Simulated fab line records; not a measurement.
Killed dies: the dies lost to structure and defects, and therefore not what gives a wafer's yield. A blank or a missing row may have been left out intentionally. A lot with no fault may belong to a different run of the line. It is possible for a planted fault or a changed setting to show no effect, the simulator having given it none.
Which tool did it? -- flow gf180mcu -- 14 lots, 42 wafers sampled, at 4 steps of a route of 602

WHAT THE GAUGES READ, wafer by wafer
No reading from a measuring or inspecting step in the record can be judged against a usual standard deviation.

WHICH TOOL RAN EACH LOT (tool, then ch and the chambers of the sampled wafers, then the start)
lot,GF_V1_CVD_02,GF_V1_CMP_04,GF_V1_EXPOSE_11,GF_V1_ETCH_16
L881,"pecvd-02 ch 1,2, day 17 15:25","cmp-01 ch 0,2,3, day 17 15:38","krf-scanner-02 ch 0, day 18 03:52","rie-diel-03 ch 0,1, day 18 15:32"
L883,"pecvd-03 ch 0,1, day 18 07:22","cmp-01 ch 0,1,3, day 18 07:38","krf-scanner-01 ch 0, day 18 20:32","rie-diel-03 ch 0,1, day 19 08:35"
L884,"pecvd-04 ch 0,1, day 18 21:40","cmp-01 ch 1,2,3, day 18 21:50","krf-scanner-02 ch 0, day 19 10:39","rie-diel-02 ch 0,2,3, day 19 23:20"
L891,"pecvd-04 ch 0,1,2, day 21 18:05","cmp-01 ch 1,2,3, day 21 18:13","krf-scanner-02, day 22 06:28","rie-diel-02 ch 1,2,3, day 22 17:56"
L892,"pecvd-03 ch 0,1,2, day 21 20:27","cmp-01 ch 1,2,3, day 21 20:40","krf-scanner-02, day 22 08:58","rie-diel-02 ch 0,1, day 22 20:35"
L893,"pecvd-03 ch 0,2, day 22 03:56","cmp-02 ch 1,2,3, day 22 04:04","krf-scanner-02 ch 0, day 22 15:55","rie-diel-03 ch 2,3, day 23 03:20"
L894,"pecvd-02 ch 1,2, day 22 12:16","cmp-01 ch 1,2,3, day 22 12:23","krf-scanner-02 ch 0, day 23 00:31","rie-diel-02 ch 1,2, day 23 12:02"
L895,"pecvd-02 ch 0,1,2, day 22 20:13","cmp-02 ch 0,2, day 22 20:24","krf-scanner-02 ch 0, day 23 08:29","rie-diel-02 ch 1,2, day 23 20:05"
L897,"pecvd-04 ch 1,2, day 23 09:52","cmp-02 ch 1,2,3, day 23 09:59","krf-scanner-02 ch 0, day 23 21:37","rie-diel-03 ch 0,1,3, day 24 07:41"
L898,"pecvd-02 ch 0,1,2, day 24 02:34","cmp-01 ch 0,1, day 24 03:03","krf-scanner-01 ch 0, day 24 13:29","rie-diel-02 ch 1,3, day 25 01:35"
L899,"pecvd-02 ch 1,2, day 24 05:10","cmp-02 ch 0,3, day 24 05:18","krf-scanner-02 ch 0, day 24 17:35","rie-diel-02 ch 0,1,3, day 25 04:05"
L900,"pecvd-03 ch 0,1, day 24 07:30","cmp-02 ch 0,3, day 24 07:41","krf-scanner-01 ch 0, day 24 19:38","rie-diel-01 ch 0,2,3, day 25 05:41"
L902,"pecvd-02 ch 0,1,2, day 24 20:22","cmp-01 ch 0,2,3, day 24 20:34","krf-scanner-02 ch 0, day 25 07:55","rie-diel-02 ch 0,1,2, day 25 18:32"
L903,"pecvd-04 ch 0,1,2, day 25 04:20","cmp-02 ch 0,1,3, day 25 05:23","krf-scanner-01 ch 0, day 25 16:05","rie-diel-01 ch 0,1,3, day 26 02:48"
- GF_V1_CVD_02: deposits SiO2 from TEOS, target thk 850 nm, time 94.851 s.
- GF_V1_CMP_04: polishes SiO2.
- GF_V1_EXPOSE_11: exposes mask Via1, target cd 260 nm.
- GF_V1_ETCH_16: etches BARC in N2/H2.

WHAT THE TOOLS THEMSELVES READ (means of the sampled wafers that have a number; where no wafer has one, the mark that the record gives instead)
GF_V1_CVD_02.
lot,tool,heater-power-w (W)
L881,pecvd-02,573
L883,pecvd-03,577
L884,pecvd-04,694
L891,pecvd-04,640
L892,pecvd-03,600
L893,pecvd-03,647
L894,pecvd-02,598
L895,pecvd-02,700
L897,pecvd-04,645
L898,pecvd-02,611
L899,pecvd-02,606
L900,pecvd-03,618
L902,pecvd-02,704
L903,pecvd-04,604

GF_V1_CMP_04.
lot,tool,motor-current-A (A),time-to-endpoint-s (s)
L881,cmp-01,10.5,80
L883,cmp-01,11.3,82
L884,cmp-01,11.7,82
L891,cmp-01,11.5,75
L892,cmp-01,11.3,83
L893,cmp-02,11.9,82
L894,cmp-01,11.7,78
L895,cmp-02,11.4,81
L897,cmp-02,11.9,82
L898,cmp-01,10.2,77
L899,cmp-02,12.0,84
L900,cmp-02,11.8,82
L902,cmp-01,11.1,82
L903,cmp-02,12.1,84

GF_V1_EXPOSE_11.
lot,tool,exposure-dose-mJ-cm2,focus-offset-nm (nm)
L881,krf-scanner-02,38.00,0.1
L883,krf-scanner-01,37.98,0.7
L884,krf-scanner-02,37.97,0.0
L891,krf-scanner-02,-,-
L892,krf-scanner-02,-,-
L893,krf-scanner-02,38.02,0.3
L894,krf-scanner-02,37.95,-0.7
L895,krf-scanner-02,37.97,-0.2
L897,krf-scanner-02,37.96,-0.8
L898,krf-scanner-01,37.96,-0.2
L899,krf-scanner-02,37.97,0.1
L900,krf-scanner-01,38.03,-0.2
L902,krf-scanner-02,38.00,-0.1
L903,krf-scanner-01,37.97,0.3

GF_V1_ETCH_16.
lot,tool,drypump-motor-current-A (A),n2-flow-sccm (sccm),oes-product-au (a.u.),throttle-valve-pct (%)
L881,rie-diel-03,5.8,100.1,0.855,13.219
L883,rie-diel-03,5.9,100.0,0.856,13.227
L884,rie-diel-02,5.4,100.0,0.853,13.227
L891,rie-diel-02,5.3,100.0,0.859,13.224
L892,rie-diel-02,5.8,99.9,0.849,13.227
L893,rie-diel-03,6.1,100.0,0.857,13.218
L894,rie-diel-02,5.4,100.0,0.856,13.225
L895,rie-diel-02,5.2,100.4,0.855,13.226
L897,rie-diel-03,6.1,100.0,0.858,13.226
L898,rie-diel-02,5.5,100.1,0.852,13.228
L899,rie-diel-02,5.7,99.9,0.858,13.220
L900,rie-diel-01,5.4,99.9,0.853,13.223
L902,rie-diel-02,5.5,100.1,0.857,13.229
L903,rie-diel-01,5.6,99.9,0.856,13.224

THE ANSWER, worked out from the rows above alone
Rule: the lots themselves supply what counts as usual. Put in order of their means at a reading, lots are off if they are a third of the lots or fewer, leave a main group of 4 or more, and stand apart from it by a gap of 3 or more times the standard deviation of the main group's means; of several such gaps the widest counts. The tables above print the reading to a certain number of digits; a main group whose means all agree to those digits is not used. Also off: a lot with no number at a reading for which 4 or more lots have one. All remaining lots with rows at the step are treated as sound. First the gauges in route order, then the tools' own readings, where a lot's mean is used as printed above. The first step at which some lot is off is used, and at that step the reading that is off furthest; a lot without a number counts as furthest.
Off, at GF_V1_EXPOSE_11 on exposure-dose-mJ-cm2: L891, L892. Without a number there: L891, L892. Main group: mean 37.98, sd 0.024.
A tool fits if, at that step or a process step before it, it ran every lot that is off, and no sound lot after the first of them. Of those tried, none fits.

WHAT THE SIMULATOR HAD PUT IN
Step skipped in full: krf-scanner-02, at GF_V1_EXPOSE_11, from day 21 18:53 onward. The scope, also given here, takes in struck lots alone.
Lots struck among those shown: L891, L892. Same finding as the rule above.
